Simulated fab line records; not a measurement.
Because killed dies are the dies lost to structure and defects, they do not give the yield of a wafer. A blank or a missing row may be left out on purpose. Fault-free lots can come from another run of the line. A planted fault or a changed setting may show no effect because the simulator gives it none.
Struck lot and sound lot, side by side / flow gf180mcu / 14 steps out of a route of 602
Sound: wafers L577.2, L577.5, L577.6. The struck wafers were L587.1, L587.3, L587.4. The cause is given at the end.
Each step with rows lists, per side, the tool, then ch with its chambers, then its first start. Under that, the readings that differ: sound wafers / struck wafers / difference of the means / sigmas: that difference in standard deviations of wafers without a fault.
alike: readings with means less than 2 such deviations apart, plus words and numbers identical on both sides. not compared: withheld readings, readings lacking a value on some wafer, bounds such as >300 that could conceal the same value, and numbers that have no deviation in the record and whose values overlap.
Wherever a step has rows on one side only, a row that says differs or no value, or a row with sigmas, the two part there. Non-overlapping numbers with no deviation appear without sigmas and do not part them. A reading that every wafer of one side lacks parts them only if that side has two wafers or more.

first, 6 steps without rows for these wafers: GF_M1_HMDS_08 (prime time 60 s); GF_M1_COAT_09 (resist thk 1000 nm); GF_M1_SOFTBAKE_10 (time 60 s); GF_M1_EXPOSE_11 (exposes mask Metal1, target cd 230 nm); GF_M1_PEB_12 (peb time 90 s); GF_M1_DEVELOP_13 (develop time 60 s).
GF_M1_CD_MEAS_14 targets a cd of 230 nm.
  struck on cd sem-01, day 21 11:30; sound on cd sem-01, day 18 00:52
  alike: cd nm
GF_M1_OVL_MEAS_15:
  struck on overlay-01, day 21 11:37; sound on overlay-02, day 18 00:59
  alike: M1_OVL
GF_M1_METAL_ETCH_16: etches the open film in Cl2/BCl3, stops on SiO2, target depth 750.8 nm, time 125.1 s.
  sound on rie metal-01 ch 0,1, day 18 01:01; struck on rie metal-01 ch 0, day 21 11:40
  alike: drypump motor current A, oes product au, throttle valve pct
  not compared: rf hours counter h
GF_M1_STRIP_17: strips in O2/N2.
  sound on plasma asher-03 ch 0,1, day 18 01:08; struck on plasma asher-04 ch 0,1, day 21 11:55
  alike: drypump motor current A, heater power w, oes product au, strip time to endpoint s
  not compared: rf hours counter h
then, 2 steps without rows for these wafers: GF_M1_STRIP_18 (strips in post etch residue remover, time 1200 s); GF_M1_CLEAN_19 (cleans in DIW).
GF_V1_CVD_00: deposits SiO2, target thk 600 nm, time 100 s.
  sound on hdpcvd-02 ch 0,1, day 18 01:55; struck on hdpcvd-02 ch 0,1,2, day 21 12:28
  no value came back on the struck wafers for pressure mtorr (mTorr), run length s (s); on the sound wafers pressure mtorr (mTorr) reads 6.000 6.006 5.997
GF_PASSIVATION_PROBE_99:
  rows exist in the record for the sound wafers here (prober-02, day 29 21:22), none for the struck ones

== WHERE THEY PART ==
Earliest at GF_V1_CVD_00; latest, in this record, at GF_PASSIVATION_PROBE_99.

WHY: what the simulator had put in
Beginning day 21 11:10, the whole step at GF_V1_CVD_00 was skipped on hdpcvd-02. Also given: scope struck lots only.
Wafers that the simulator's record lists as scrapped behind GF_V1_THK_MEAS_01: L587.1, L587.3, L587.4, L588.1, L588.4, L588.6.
